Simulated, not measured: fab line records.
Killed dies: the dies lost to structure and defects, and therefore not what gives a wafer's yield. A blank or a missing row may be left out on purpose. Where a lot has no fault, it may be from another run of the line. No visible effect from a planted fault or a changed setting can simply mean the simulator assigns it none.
Which tool did it? | flow gf180mcu | Sampling: 14 lots, 42 wafers, 6 of 602 route steps

## WHAT THE GAUGES READ, wafer by wafer
GF_NWELL_TW_MEAS_11. Usual: for NWELL_TW the level is 1580 and the standard deviation is 11.
lot  | measured    | on            | NWELL_TW       | flag
L137 | day 3 08:16 | film-metro-03 | 1594 1588 1585 |
L138 | day 3 13:16 | film-metro-01 | 1570 1569 1566 |
L141 | day 4 07:24 | film-metro-01 | 1572 1578 1571 |
L142 | day 4 12:25 | film-metro-03 | 1595 1590 1596 |
L144 | day 4 23:40 | film-metro-04 | 1588 1583 1582 |
L146 | day 5 08:45 | film-metro-03 | 1596 1605 1598 |
L147 | day 5 14:33 | film-metro-01 | 30 30 30       | OFF
L148 | day 5 20:15 | film-metro-04 | 30 30 30       | OFF
L150 | day 6 04:42 | film-metro-04 | 1578 1586 1585 |
L153 | day 6 23:18 | film-metro-04 | 1577 1579 1589 |
L156 | day 7 16:11 | film-metro-04 | 1579 1586 1576 |
L157 | day 7 22:17 | film-metro-04 | 1584 1578 1575 |
L159 | day 8 06:30 | film-metro-01 | 1573 1564 1566 |
L160 | day 8 17:23 | film-metro-01 | 1574 1582 1571 |

GF_VT_IMPLANT_OVL_MEAS_07. Usual: for VT_IMPLANT_OVL the level is -0.1 nm and the standard deviation is 1.7.
lot  | measured     | on         | VT_IMPLANT_OVL (nm) | flag
L137 | day 5 15:40  | overlay-01 | 2.6 1.7 1.4         |
L138 | day 5 20:13  | overlay-01 | -1.9 -1.8 -2.2      |
L141 | day 6 17:10  | overlay-01 | -0.6 1.4 0.0        |
L142 | day 6 23:49  | overlay-01 | -0.2 -1.4 1.9       |
L144 | day 7 11:16  | overlay-01 | 2.3 3.2 1.5         |
L146 | day 7 22:34  | overlay-01 | -0.9 1.3 0.4        |
L147 | day 8 04:01  | overlay-02 | 0.1 -1.3 -0.3       |
L148 | day 8 11:31  | overlay-02 | -1.4 0.3 0.0        |
L150 | day 8 20:09  | overlay-02 | -2.9 -3.8 -2.9      |
L153 | day 9 15:40  | overlay-01 | 1.7 1.7 2.8         |
L156 | day 10 12:45 | overlay-02 | -1.0 -1.5 0.8       |
L157 | day 10 19:10 | overlay-01 | 1.5 1.3 1.1         |
L159 | day 11 05:34 | overlay-01 | -0.3 1.2 -0.2       |
L160 | day 11 17:13 | overlay-01 | -0.6 -1.1 0.7       |

GF_VT_IMPLANT_TW_MEAS_32. Usual: for VT_IMPLANT_3_TW the level is 268.1 and the standard deviation is 1.5.
lot  | measured     | on            | VT_IMPLANT_3_TW   | flag
L137 | day 6 22:31  | film-metro-04 | 265.6 267.9 268.9 |
L138 | day 7 03:19  | film-metro-04 | 264.8 265.8 265.3 |
L141 | day 8 00:38  | film-metro-04 | 267.6 268.9 266.7 |
L142 | day 8 08:22  | film-metro-03 | 269.7 270.5 272.8 |
L144 | day 8 21:19  | film-metro-03 | 269.3 270.5 270.6 |
L146 | day 9 08:51  | film-metro-04 | 268.1 267.1 269.2 |
L147 | day 9 14:25  | film-metro-03 | 268.4 270.8 269.4 |
L148 | day 9 22:48  | film-metro-04 | 267.3 266.3 267.4 |
L150 | day 10 07:08 | film-metro-02 | 266.2 266.9 267.6 |
L153 | day 11 03:21 | film-metro-04 | 267.1 267.6 266.6 |
L156 | day 12 03:08 | film-metro-03 | 268.3 268.8 267.9 |
L157 | day 12 09:21 | film-metro-04 | 270.3 268.2 267.9 |
L159 | day 12 20:34 | film-metro-02 | 267.7 268.6 267.2 |
L160 | day 13 09:23 | film-metro-02 | 270.2 269.3 269.6 |

GF_POLY_GATE_OVL_MEAS_11. Usual: for POLY_GATE_OVL the level is 1 nm and the standard deviation is 7.7.
lot  | measured     | on         | POLY_GATE_OVL (nm) | flag
L137 | day 9 04:41  | overlay-01 | 12 -2 3            |
L138 | day 9 10:23  | overlay-01 | 7 -7 -6            |
L141 | day 10 09:29 | overlay-01 | 16 12 13           |
L142 | day 10 18:05 | overlay-02 | -4 -3 -6           |
L144 | day 11 08:59 | overlay-02 | -10 6 -5           |
L146 | day 12 00:17 | overlay-02 | 4 -6 3             |
L147 | day 12 05:32 | overlay-02 | 13 13 3            |
L148 | day 12 11:55 | overlay-01 | 8 7 -1             |
L150 | day 13 01:35 | overlay-02 | -12 -10 -7         |
L153 | day 13 19:43 | overlay-01 | 9 3 7              |
L156 | day 14 21:13 | overlay-01 | 7 -10 -6           |
L157 | day 15 04:50 | overlay-01 | -5 8 8             |
L159 | day 15 17:20 | overlay-02 | -1 3 -1            |
L160 | day 16 07:55 | overlay-02 | 3 0 3              |

## EACH LOT AND THE TOOL THAT RAN IT (in order: tool; ch and the chambers of the sampled wafers; start)
lot  | GF_DNWELL_STRIP_08                  | GF_NWELL_STRIP_10
L137 | plasma-asher-02 ch 0,1, day 2 18:50 | plasma-asher-01 ch 0,1, day 3 08:11
L138 | plasma-asher-01 ch 0,1, day 2 23:47 | plasma-asher-01 ch 0,1, day 3 13:11
L141 | plasma-asher-02 ch 0,1, day 3 17:40 | plasma-asher-01 ch 0,1, day 4 07:18
L142 | plasma-asher-03 ch 0,1, day 3 22:50 | plasma-asher-02 ch 0,1, day 4 12:20
L144 | plasma-asher-03 ch 0,1, day 4 09:26 | plasma-asher-04 ch 0,1, day 4 23:35
L146 | plasma-asher-02 ch 0, day 4 17:55   | plasma-asher-02 ch 0,1, day 5 08:38
L147 | plasma-asher-02 ch 0,1, day 4 23:49 | plasma-asher-04 ch 0,1, day 5 14:26
L148 | plasma-asher-02 ch 0,1, day 5 05:33 | plasma-asher-01 ch 0,1, day 5 20:09
L150 | plasma-asher-01 ch 0,1, day 5 13:55 | plasma-asher-01 ch 0,1, day 6 04:36
L153 | plasma-asher-03 ch 0,1, day 6 07:16 | plasma-asher-02 ch 0,1, day 6 23:12
L156 | plasma-asher-03 ch 0,1, day 7 00:19 | plasma-asher-02 ch 0,1, day 7 16:05
L157 | plasma-asher-02 ch 0,1, day 7 05:45 | plasma-asher-04 ch 0,1, day 7 22:11
L159 | plasma-asher-03 ch 0,1, day 7 14:07 | plasma-asher-04 ch 0,1, day 8 06:23
L160 | plasma-asher-03 ch 0,1, day 8 00:16 | plasma-asher-02 ch 0,1, day 8 17:17
- GF_DNWELL_STRIP_08: strips in O2/N2.
- GF_NWELL_STRIP_10: strips in O2/N2.

## WHAT THE TOOLS THEMSELVES READ (means of the sampled wafers that have a number; where no wafer has one, the mark that the record gives instead)
GF_DNWELL_STRIP_08. Usual: chamber-pressure-mTorr 1499.8 mTorr, standard deviation 1.3; drypump-motor-current-A 5.5 A, standard deviation 0.42; heater-power-w 353 W, standard deviation 80; oes-product-au 0.722 a.u., standard deviation 0.0044; strip-time-to-endpoint-s 36.99 s, standard deviation 0.1.
lot  | tool            | chamber-pressure-mTorr (mTorr) | drypump-motor-current-A (A) | heater-power-w (W) | oes-product-au (a.u.) | strip-time-to-endpoint-s (s) | flag
L137 | plasma-asher-02 | 1500.1                         | 5.9                         | 318                | 0.725                 | 37.08                        |
L138 | plasma-asher-01 | 1498.7                         | 5.7                         | 332                | 0.728                 | 36.91                        |
L141 | plasma-asher-02 | 1500.3                         | 5.5                         | 351                | 0.724                 | 36.95                        |
L142 | plasma-asher-03 | 1499.9                         | 5.4                         | 344                | 0.724                 | 37.04                        |
L144 | plasma-asher-03 | 1501.3                         | 5.4                         | 344                | 0.723                 | 36.95                        |
L146 | plasma-asher-02 | 1498.9                         | 6.2                         | 295                | 0.722                 | 37.05                        |
L147 | plasma-asher-02 | -                              | -                           | -                  | -                     | -                            | OFF
L148 | plasma-asher-02 | -                              | -                           | -                  | -                     | -                            | OFF
L150 | plasma-asher-01 | 1499.5                         | 5.7                         | 327                | 0.720                 | 36.96                        |
L153 | plasma-asher-03 | 1500.5                         | 5.4                         | 348                | 0.722                 | 36.90                        |
L156 | plasma-asher-03 | 1500.1                         | 5.2                         | 418                | 0.717                 | 37.10                        |
L157 | plasma-asher-02 | 1500.1                         | 5.5                         | 351                | 0.726                 | 37.16                        |
L159 | plasma-asher-03 | 1500.0                         | 5.2                         | 411                | 0.726                 | 36.91                        |
L160 | plasma-asher-03 | 1500.4                         | 5.4                         | 346                | 0.722                 | 36.92                        |

GF_NWELL_STRIP_10. Usual: chamber-pressure-mTorr 1500.0 mTorr, standard deviation 1.6; drypump-motor-current-A 5.7 A, standard deviation 0.57; heater-power-w 336 W, standard deviation 35; oes-product-au 0.723 a.u., standard deviation 0.0045; strip-time-to-endpoint-s 37.00 s, standard deviation 0.11.
lot  | tool            | chamber-pressure-mTorr (mTorr) | drypump-motor-current-A (A) | heater-power-w (W) | oes-product-au (a.u.) | strip-time-to-endpoint-s (s) | flag
L137 | plasma-asher-01 | 1499.7                         | 5.6                         | 327                | 0.721                 | 36.75                        |
L138 | plasma-asher-01 | 1500.0                         | 5.6                         | 332                | 0.723                 | 37.04                        |
L141 | plasma-asher-01 | 1500.6                         | 5.7                         | 330                | 0.721                 | 36.99                        |
L142 | plasma-asher-02 | 1498.8                         | 5.5                         | 350                | 0.724                 | 37.07                        |
L144 | plasma-asher-04 | 1500.0                         | 5.3                         | 342                | 0.726                 | 37.24                        |
L146 | plasma-asher-02 | 1498.4                         | 5.9                         | 325                | 0.719                 | 37.01                        |
L147 | plasma-asher-04 | 1498.3                         | 5.3                         | 345                | 0.742                 | 81.10                        | OFF
L148 | plasma-asher-01 | 1500.8                         | 5.6                         | 319                | 0.740                 | 81.47                        | OFF
L150 | plasma-asher-01 | 1500.5                         | 5.6                         | 328                | 0.723                 | 36.90                        |
L153 | plasma-asher-02 | 1499.9                         | 5.5                         | 358                | 0.725                 | 36.94                        |
L156 | plasma-asher-02 | 1501.2                         | 5.5                         | 354                | 0.723                 | 36.96                        |
L157 | plasma-asher-04 | 1499.9                         | 5.3                         | 347                | 0.727                 | 36.93                        |
L159 | plasma-asher-04 | 1500.4                         | 5.3                         | 346                | 0.724                 | 36.94                        |
L160 | plasma-asher-02 | 1500.7                         | 5.9                         | 320                | 0.722                 | 37.00                        |

## THE ANSWER, worked out from the rows above alone
Rule: a lot counts as off when the mean over its wafers that have a number is more than 3 standard deviations away from the usual mean. Also off: a lot with no number at a reading for which 4 or more lots have one. Any other lot the step has rows for is counted as sound. Order of review: gauges by route order, followed by the tools' own readings, for which a lot's mean as printed above is used. The first step at which some lot is off is used, and at that step the reading that is off furthest; a lot without a number counts as furthest.
Off: L147, L148, at GF_NWELL_TW_MEAS_11 (NWELL_TW).
A tool fits if, at a process step before that reading, it ran every lot that is off, and no sound lot after the first of them. The gauges at GF_NWELL_TW_MEAS_11 aren't tried: what is off there is off at GF_DNWELL_STRIP_08 too, on other tools, and a gauge's error can't cause that. Not one of the candidates tried fits.

## WHAT HAD BEEN PUT IN BY THE SIMULATOR
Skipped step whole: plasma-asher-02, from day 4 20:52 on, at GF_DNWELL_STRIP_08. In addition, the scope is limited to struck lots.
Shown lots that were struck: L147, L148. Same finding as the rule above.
